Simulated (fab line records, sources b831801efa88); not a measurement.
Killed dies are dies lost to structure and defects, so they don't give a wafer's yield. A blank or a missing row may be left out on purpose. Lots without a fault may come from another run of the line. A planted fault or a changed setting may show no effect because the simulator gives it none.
Which tool did it? | flow sky130 | 11 lots, 33 wafers sampled, at 1 step of a route of 708

WHAT THE GAUGES READ, wafer by wafer
SKY_VIA3_CD_MEAS_12: target cd 200 nm.
lot  | measured     | on        | cd_nm (nm)
L225 | day 40 05:14 | cd_sem-02 | 200.4 199.6 197.2
L226 | day 40 05:17 | cd_sem-01 | 199.2 198.5 199.3
L227 | day 40 15:54 | cd_sem-02 | 198.4 198.9 200.5
L228 | day 40 16:59 | cd_sem-02 | 199.5 199.7 200.5
L236 | day 43 13:41 | cd_sem-02 | 199.7 199.1 199.6
L239 | day 44 08:41 | cd_sem-02 | 201.7 201.6 200.9
L238 | day 44 11:20 | cd_sem-01 | 197.3 199.9 198.0
L242 | day 45 05:44 | cd_sem-01 | 199.4 199.6 198.8
L244 | day 45 11:37 | cd_sem-02 | 199.6 200.5 199.3
L245 | day 45 12:05 | cd_sem-02 | 201.3 200.5 201.1
L247 | day 46 07:45 | cd_sem-02 | 197.3 198.0 197.7

WHICH TOOL RAN EACH LOT (tool, then ch and the chambers of the sampled wafers, then the start)
The record holds no process step before these readings.

THE ANSWER, worked out from the rows above alone
Rule: what is usual is taken from the lots themselves. Put in order of their means at a reading, lots are off if they are a third of the lots or fewer, leave a main group of 4 or more, and stand apart from it by a gap of 3 or more times the standard deviation of the main group's means; of several such gaps the widest counts. A main group whose means are all the same, to the digits that the tables above print for the reading, isn't used. A lot without any number at a reading at which 4 lots or more have one is off too. The other lots that the step has rows for count as sound.
No lot is off at any reading shown: from this, nothing can be told.

WHAT THE SIMULATOR HAD PUT IN
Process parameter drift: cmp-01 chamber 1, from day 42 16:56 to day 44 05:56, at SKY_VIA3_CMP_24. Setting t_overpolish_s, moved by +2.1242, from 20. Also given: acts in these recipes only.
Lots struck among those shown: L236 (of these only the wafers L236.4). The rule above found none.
